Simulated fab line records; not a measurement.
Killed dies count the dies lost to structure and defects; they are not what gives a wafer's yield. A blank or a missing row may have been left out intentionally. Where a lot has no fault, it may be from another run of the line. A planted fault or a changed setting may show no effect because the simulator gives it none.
Which tool is to blame? / flow gf180mcu / 6 lots with 18 wafers sampled at 2 steps, on a route of 602 steps

== WHAT EACH GAUGE READ, for each wafer ==
GF_V2_CD_MEAS_14 targets a cd of 260 nm.
lot=L313; measured=day 21 05:31; on=cd_sem-02; cd_nm (nm)=262.2 262.0 261.1
lot=L315; measured=day 21 18:11; on=cd_sem-01; cd_nm (nm)=259.3 259.9 259.0
lot=L319; measured=day 23 05:47; on=cd_sem-02; cd_nm (nm)=259.3 259.9 258.8
lot=L324; measured=day 25 03:05; on=cd_sem-01; cd_nm (nm)=279.3 279.4 280.1 279.3 279.4 279.9
lot=L331; measured=day 27 09:56; on=cd_sem-01; cd_nm (nm)=257.9 258.4 258.2
lot=L333; measured=day 27 17:43; on=cd_sem-01; cd_nm (nm)=262.2 263.0 263.0

== EACH LOT AND THE TOOL THAT RAN IT (in order: tool; ch and the chambers of the sampled wafers; start) ==
lot=L313; GF_V2_SOFTBAKE_10=litho_track-04 ch 0, day 20 17:00
lot=L315; GF_V2_SOFTBAKE_10=litho_track-03 ch 0, day 21 06:00
lot=L319; GF_V2_SOFTBAKE_10=litho_track-02 ch 0, day 22 18:00
lot=L324; GF_V2_SOFTBAKE_10=litho_track-02 ch 0, day 24 16:00
lot=L331; GF_V2_SOFTBAKE_10=litho_track-03 ch 0, day 26 23:00
lot=L333; GF_V2_SOFTBAKE_10=litho_track-03 ch 0, day 27 07:00
- GF_V2_SOFTBAKE_10: time 61.03 s.

== THE ANSWER, worked out from the rows above alone ==
Rule: the lots themselves supply what counts as usual. Put in order of their means at a reading, lots are off if they are a third of the lots or fewer, leave a main group of 4 or more, and stand apart from it by a gap of 3 or more times the standard deviation of the main group's means; of several such gaps the widest counts. A main group is skipped when, at the precision printed for the reading in the tables above, its means are all equal. A lot without any number at a reading at which 4 lots or more have one is off too. All remaining lots with rows at the step are treated as sound.
Off at GF_V2_CD_MEAS_14 (cd_nm): L324. For the main group the mean is 260.3 nm and the standard deviation 1.7.
A tool fits if, at a process step before that reading, it ran every lot that is off, and no sound lot after the first of them. The gauges at GF_V2_CD_MEAS_14 are tried like those tools. One fits: litho_track-02 at GF_V2_SOFTBAKE_10. Its last sound lot is L319 (day 22 18:00), its first lot that is off L324 (day 24 16:00): a fault that began between those two fits.

== WHAT HAD BEEN PUT IN BY THE SIMULATOR ==
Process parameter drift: litho_track-02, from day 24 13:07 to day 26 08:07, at GF_V2_SOFTBAKE_10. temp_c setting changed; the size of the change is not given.
Struck lots among those shown: L324. The same result came from the rule above.
